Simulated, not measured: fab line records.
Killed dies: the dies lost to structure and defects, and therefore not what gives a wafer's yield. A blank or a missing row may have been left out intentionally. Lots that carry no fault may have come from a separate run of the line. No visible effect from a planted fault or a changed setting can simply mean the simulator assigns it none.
What tool caused it? :: flow gf180mcu :: 39 wafers from 13 lots sampled at 4 of the route's 602 steps

## WHAT THE GAUGES SHOWED, per wafer
GF_V4_THK_MEAS_03. Usual: for V4_CVD_02_THK the level is 850 nm and the standard deviation is 11.
lot: L289
measured: day 23 20:39
on: film metro-03
V4_CVD_02_THK (nm): 842 862 870
flag: 

lot: L294
measured: day 25 12:28
on: film metro-03
V4_CVD_02_THK (nm): 844 856 858
flag: 

lot: L293
measured: day 25 12:50
on: film metro-03
V4_CVD_02_THK (nm): 839 841 857
flag: 

lot: L298
measured: day 26 22:38
on: film metro-03
V4_CVD_02_THK (nm): 852 865 869
flag: 

lot: L299
measured: day 27 09:26
on: film metro-04
V4_CVD_02_THK (nm): 843 850 866
flag: 

lot: L301
measured: day 27 16:32
on: film metro-02
V4_CVD_02_THK (nm): 839 834 854
flag: 

lot: L302
measured: day 27 21:11
on: film metro-03
V4_CVD_02_THK (nm): 850 836 855
flag: 

lot: L303
measured: day 28 09:32
on: film metro-03
V4_CVD_02_THK (nm): 845 865 850
flag: 

lot: L304
measured: day 28 17:12
on: film metro-03
V4_CVD_02_THK (nm): 848 843 852
flag: 

lot: L305
measured: day 28 21:52
on: film metro-02
V4_CVD_02_THK (nm): 827 848 847
flag: 

lot: L307
measured: day 29 11:43
on: film metro-04
V4_CVD_02_THK (nm): 835 851 840
flag: 

lot: L308
measured: day 30 00:57
on: film metro-02
V4_CVD_02_THK (nm): 847 862 849
flag: 

lot: L310
measured: day 30 04:32
on: film metro-03
V4_CVD_02_THK (nm): 844 827 843
flag: 

GF_PASSIVATION_THK_MEAS_01. Usual: for PASSIVATION_CVD_00_THK the level is 999 nm and the standard deviation is 13.
lot: L289
measured: day 28 11:45
on: film metro-03
PASSIVATION_CVD_00_THK (nm): 981 997 1001
flag: 

lot: L294
measured: day 29 23:53
on: film metro-04
PASSIVATION_CVD_00_THK (nm): 993 998 1002
flag: 

lot: L293
measured: day 30 01:16
on: film metro-03
PASSIVATION_CVD_00_THK (nm): 979 1002 1022
flag: 

lot: L298
measured: day 31 03:28
on: film metro-02
PASSIVATION_CVD_00_THK (nm): 1008 1010 1027
flag: 

lot: L299
measured: day 31 17:00
on: film metro-03
PASSIVATION_CVD_00_THK (nm): 993 984 1003
flag: 

lot: L301
measured: day 31 20:56
on: film metro-03
PASSIVATION_CVD_00_THK (nm): 980 975 1005
flag: 

lot: L302
measured: day 31 22:56
on: film metro-03
PASSIVATION_CVD_00_THK (nm): 1001 989 1021
flag: 

lot: L303
measured: day 32 12:29
on: film metro-04
PASSIVATION_CVD_00_THK (nm): 986 1016 1016
flag: 

lot: L304
measured: day 32 17:08
on: film metro-03
PASSIVATION_CVD_00_THK (nm): 999 991 1003
flag: 

lot: L305
measured: day 32 20:57
on: film metro-03
PASSIVATION_CVD_00_THK (nm): 1000 1019 1018
flag: 

lot: L307
measured: day 33 09:49
on: film metro-04
PASSIVATION_CVD_00_THK (nm): 1009 1008 1015
flag: 

lot: L308
measured: day 33 19:17
on: film metro-02
PASSIVATION_CVD_00_THK (nm): 998 1013 999
flag: 

lot: L310
measured: day 33 22:10
on: film metro-03
PASSIVATION_CVD_00_THK (nm): 995 986 1013
flag: 

## EACH LOT AND THE TOOL THAT RAN IT (in order: tool; ch and the chambers of the sampled wafers; start)
lot: L289
GF_M3_SPUTTER_04: pvd sputter-03, day 20 18:32
GF_V4_STRIP_18: plasma asher-01 ch 0,1, day 24 19:15

lot: L294
GF_M3_SPUTTER_04: pvd sputter-01, day 22 13:19
GF_V4_STRIP_18: plasma asher-03 ch 0,1, day 26 09:46

lot: L293
GF_M3_SPUTTER_04: pvd sputter-02, day 22 13:41
GF_V4_STRIP_18: plasma asher-02 ch 0,1, day 26 10:49

lot: L298
GF_M3_SPUTTER_04: pvd sputter-03, day 24 03:57
GF_V4_STRIP_18: plasma asher-02 ch 1, day 27 19:43

lot: L299
GF_M3_SPUTTER_04: pvd sputter-02, day 24 15:20
GF_V4_STRIP_18: plasma asher-02 ch 0,1, day 28 07:20

lot: L301
GF_M3_SPUTTER_04: pvd sputter-03, day 24 22:11
GF_V4_STRIP_18: plasma asher-03 ch 0,1, day 28 12:40

lot: L302
GF_M3_SPUTTER_04: pvd sputter-01, day 25 03:56
GF_V4_STRIP_18: plasma asher-02 ch 0,1, day 28 16:07

lot: L303
GF_M3_SPUTTER_04: pvd sputter-03, day 25 16:40
GF_V4_STRIP_18: plasma asher-01 ch 0,1, day 29 06:10

lot: L304
GF_M3_SPUTTER_04: pvd sputter-03, day 26 02:13
GF_V4_STRIP_18: plasma asher-01 ch 0,1, day 29 12:58

lot: L305
GF_M3_SPUTTER_04: pvd sputter-03, day 26 05:32
GF_V4_STRIP_18: plasma asher-02 ch 0,1, day 29 17:36

lot: L307
GF_M3_SPUTTER_04: pvd sputter-02, day 26 20:30
GF_V4_STRIP_18: plasma asher-02 ch 0,1, day 30 07:13

lot: L308
GF_M3_SPUTTER_04: pvd sputter-01, day 27 07:53
GF_V4_STRIP_18: plasma asher-03 ch 0,1, day 30 19:45

lot: L310
GF_M3_SPUTTER_04: pvd sputter-01, day 27 13:28
GF_V4_STRIP_18: plasma asher-03 ch 0, day 30 22:55
- GF_M3_SPUTTER_04: material TiN, target thk 50 nm, time 41.7 s.
- GF_V4_STRIP_18: strips in O2/N2.

## AS READ BY THE TOOLS THEMSELVES (means over the sampled wafers that have a number; for cases with no such wafer, the mark the record gives instead)
GF_M3_SPUTTER_04. Usual: throttle valve pct at 29.4 %, with a standard deviation of 1.1.
lot: L289
tool: pvd sputter-03
throttle valve pct (%): 30.1
flag: 

lot: L294
tool: pvd sputter-01
throttle valve pct (%): 29.6
flag: 

lot: L293
tool: pvd sputter-02
throttle valve pct (%): 28.7
flag: 

lot: L298
tool: pvd sputter-03
throttle valve pct (%): 29.4
flag: 

lot: L299
tool: pvd sputter-02
throttle valve pct (%): 29.2
flag: 

lot: L301
tool: pvd sputter-03
throttle valve pct (%): 29.5
flag: 

lot: L302
tool: pvd sputter-01
throttle valve pct (%): 29.5
flag: 

lot: L303
tool: pvd sputter-03
throttle valve pct (%): 30.0
flag: 

lot: L304
tool: pvd sputter-03
throttle valve pct (%): 28.6
flag: 

lot: L305
tool: pvd sputter-03
throttle valve pct (%): 30.1
flag: 

lot: L307
tool: pvd sputter-02
throttle valve pct (%): 29.2
flag: 

lot: L308
tool: pvd sputter-01
throttle valve pct (%): 28.7
flag: 

lot: L310
tool: pvd sputter-01
throttle valve pct (%): 30.1
flag: 

GF_V4_STRIP_18. Usual: drypump motor current A 5.82 A, standard deviation 0.19; heater power w 355 W, standard deviation 32; oes product au 0.593 a.u., standard deviation 0.0049.
lot: L289
tool: plasma asher-01
drypump motor current A (A): 5.73
heater power w (W): 340
oes product au (a.u.): 0.586
flag: 

lot: L294
tool: plasma asher-03
drypump motor current A (A): 6.00
heater power w (W): 384
oes product au (a.u.): 0.592
flag: 

lot: L293
tool: plasma asher-02
drypump motor current A (A): 5.83
heater power w (W): 356
oes product au (a.u.): 0.590
flag: 

lot: L298
tool: plasma asher-02
drypump motor current A (A): 5.60
heater power w (W): 328
oes product au (a.u.): 0.586
flag: 

lot: L299
tool: plasma asher-02
drypump motor current A (A): 5.81
heater power w (W): 351
oes product au (a.u.): 0.592
flag: 

lot: L301
tool: plasma asher-03
drypump motor current A (A): 6.03
heater power w (W): 390
oes product au (a.u.): 0.592
flag: 

lot: L302
tool: plasma asher-02
drypump motor current A (A): 5.71
heater power w (W): 343
oes product au (a.u.): 0.591
flag: 

lot: L303
tool: plasma asher-01
drypump motor current A (A): 5.72
heater power w (W): 337
oes product au (a.u.): 0.593
flag: 

lot: L304
tool: plasma asher-01
drypump motor current A (A): 5.73
heater power w (W): 336
oes product au (a.u.): 0.593
flag: 

lot: L305
tool: plasma asher-02
drypump motor current A (A): 5.72
heater power w (W): 343
oes product au (a.u.): 0.588
flag: 

lot: L307
tool: plasma asher-02
drypump motor current A (A): 5.83
heater power w (W): 355
oes product au (a.u.): 0.594
flag: 

lot: L308
tool: plasma asher-03
drypump motor current A (A): 6.09
heater power w (W): 366
oes product au (a.u.): 0.594
flag: 

lot: L310
tool: plasma asher-03
drypump motor current A (A): 6.16
heater power w (W): 336
oes product au (a.u.): 0.592
flag: 

## THE ANSWER, worked out from the rows above alone
Rule: a lot counts as off when the mean over its wafers that have a number is more than 3 standard deviations away from the usual mean. A lot without any number at a reading at which 4 lots or more have one is off too. Where the step has rows for the other lots, those lots are counted as sound. After the gauges, taken in route order, come the tools' own readings; for these a lot's mean is taken, as printed above. At the first step where some lot is off, the reading lying furthest off is the one used; lots without a number count as furthest.
No lot is off on any of the readings shown, so nothing can be concluded from this.

## WHAT THE SIMULATOR PUT IN
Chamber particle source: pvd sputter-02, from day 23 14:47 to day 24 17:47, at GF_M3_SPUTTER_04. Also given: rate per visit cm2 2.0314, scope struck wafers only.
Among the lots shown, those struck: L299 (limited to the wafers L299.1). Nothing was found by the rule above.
